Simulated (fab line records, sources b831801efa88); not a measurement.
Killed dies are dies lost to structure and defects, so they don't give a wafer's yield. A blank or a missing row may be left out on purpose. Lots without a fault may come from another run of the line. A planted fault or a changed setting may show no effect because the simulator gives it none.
A struck lot beside a sound one | flow sfq_line | 24 steps out of a route of 325
Sound: wafers L718.3, L718.4, L718.5. Struck: wafers L710.3, L710.4, L710.5. The cause comes at the end.
At each step with rows: each side's tool, then ch and its chambers, then its first start. Under that, the readings that differ: sound wafers | struck wafers | difference of the means | sigmas: that difference in standard deviations of wafers without a fault.
alike: readings whose means differ by less than 2 such deviations, and words and numbers that are the same on both sides. not compared: withheld readings, readings that some wafer has no value for, bounds like >300 that may hide the same value, and numbers for which the record gives no deviation and whose values overlap.
The two part at a step that has a row with sigmas, a row that says differs or no value, or rows on one side only. Numbers that don't overlap but have no deviation are shown without sigmas and don't part them. A reading that every wafer of one side lacks parts them only if that side has two wafers or more.

first, 6 steps without rows for these wafers: SFQ_TRILAYER_L0_VIA_LITHO_COAT_018 (resist thk 62 nm); SFQ_TRILAYER_L0_VIA_LITHO_COAT_013 (resist thk 650 nm); SFQ_TRILAYER_L0_VIA_LITHO_SOFTBAKE_017; SFQ_TRILAYER_L0_VIA_LITHO_EXPOSE_014 (exposes mask L0V, target cd 700 nm); SFQ_TRILAYER_L0_VIA_LITHO_PEB_016 (peb time 60 s); SFQ_TRILAYER_L0_VIA_LITHO_DEVELOP_015 (time 60 s).
SFQ_L0V_OVL_MEAS_903:
  sound on overlay-02, day 8 17:19; struck on overlay-01, day 7 04:13
  alike: L0V_OVL
SFQ_TRILAYER_L0_VIA_BARC_OPEN_VIA_ETCH_021: etches BARC in O2, target depth 125 nm, time 41.7 s.
  sound on rie_diel-03 ch 0,3, day 8 17:20; struck on rie_diel-03 ch 1,3, day 7 04:14
  alike: chamber_pressure_mTorr, drypump_motor_current_A, oes_product_au
  not compared: rf_hours_counter_h
SFQ_TRILAYER_L0_VIA_ETCH_VIA_ETCH_016: etches SiO2 in CHF3, stops on MoNx KI, target depth 80 nm.
  sound on rie_diel-03 ch 0,3, day 8 17:23; struck on rie_diel-03 ch 1,3, day 7 04:17
  alike: chamber_pressure_mTorr, drypump_motor_current_A, oes_product_au
SFQ_TRILAYER_L0_VIA_STRIP_STRIP_017: strips in O2.
  sound on rie_metal-04 ch 0,1, day 8 17:38; struck on rie_metal-02 ch 0,1, day 7 04:32
  alike: chamber_pressure_mTorr, drypump_motor_current_A, oes_product_au
  not compared: rf_hours_counter_h
then, 2 steps without rows for these wafers: SFQ_TRILAYER_L0_VIA_STRIP_SOLV_CLEAN_018 (cleans in NMP, time 600 s); SFQ_TRILAYER_M0_DEP_PRE_CLEAN_020 (time 15 s).
SFQ_TRILAYER_M0_DEP_SPUTTER_019: material Nb, target thk 200 nm, time 133.3 s.
  sound on pvd_sputter-04, day 8 18:14; struck on pvd_sputter-05, day 7 05:08
  no value came back on the struck wafers for base_pressure_pa (Pa), cathode_dc_power_W (W), throttle_valve_pct (%); on the sound wafers base_pressure_pa (Pa) reads 1.27e-06 1.65e-06 1.29e-06
SFQ_M0_RS_MEAS_904: measures by four-point-probe.
  sound on film_metro-02, day 8 18:22; struck on film_metro-04, day 7 05:16
  reading           | sound             | struck | difference                    | sigmas
  M0_NB_RS (ohm/sq) | 0.891 0.890 0.887 | - - -  | no value on the struck wafers |
then, 6 steps without rows for these wafers: SFQ_TRILAYER_M0_LITHO_COAT_026 (resist thk 62 nm); SFQ_TRILAYER_M0_LITHO_COAT_021 (resist thk 600 nm); SFQ_TRILAYER_M0_LITHO_SOFTBAKE_025; SFQ_TRILAYER_M0_LITHO_EXPOSE_022 (exposes mask M0, target cd 500 nm); SFQ_TRILAYER_M0_LITHO_PEB_024 (peb time 60 s); SFQ_TRILAYER_M0_LITHO_DEVELOP_023 (time 60 s).
-- the record jumps here: 3 days lie between the struck wafers' starts before and after --
SFQ_M0_OVL_MEAS_906:
  sound on overlay-01, day 11 19:32; struck on overlay-01, day 10 03:29
  alike: M0_OVL
SFQ_TRILAYER_M0_BARC_OPEN_METAL_ETCH_031: etches BARC in O2, target depth 125 nm, time 41.7 s.
  sound on rie_metal-01 ch 0,1, day 11 19:34; struck on rie_metal-04 ch 0,1, day 10 03:31
  alike: chamber_pressure_mTorr, drypump_motor_current_A, oes_product_au
  not compared: rf_hours_counter_h
SFQ_TRILAYER_M0_ETCH_METAL_ETCH_024: etches Nb in Cl2/Ar, stops on SiO2, target depth 240 nm, time 120 s.
  sound on rie_metal-01 ch 0,1, day 11 19:39; struck on rie_metal-04 ch 0,1, day 10 03:36
  reading               | sound             | struck            | difference | sigmas
  oes_product_au (a.u.) | 0.883 0.887 0.892 | 0.383 0.376 0.369 | -0.511     | -74
  alike: chamber_pressure_mTorr, drypump_motor_current_A
  not compared: rf_hours_counter_h
SFQ_TRILAYER_M0_STRIP_STRIP_025: strips in O2.
  sound on rie_metal-01 ch 0,1, day 11 19:56; struck on rie_metal-04 ch 0,1, day 10 03:53
  alike: chamber_pressure_mTorr, drypump_motor_current_A, oes_product_au
  not compared: rf_hours_counter_h

WHERE THEY PART
First at SFQ_TRILAYER_M0_DEP_SPUTTER_019; last, within this record, at SFQ_TRILAYER_M0_ETCH_METAL_ETCH_024. Later steps at which nothing parts them and some readings are alike: SFQ_TRILAYER_M0_STRIP_STRIP_025.

WHY: what the simulator had put in
Skipped step whole: pvd_sputter-05, from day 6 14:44 on, at SFQ_TRILAYER_M0_DEP_SPUTTER_019. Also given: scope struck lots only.
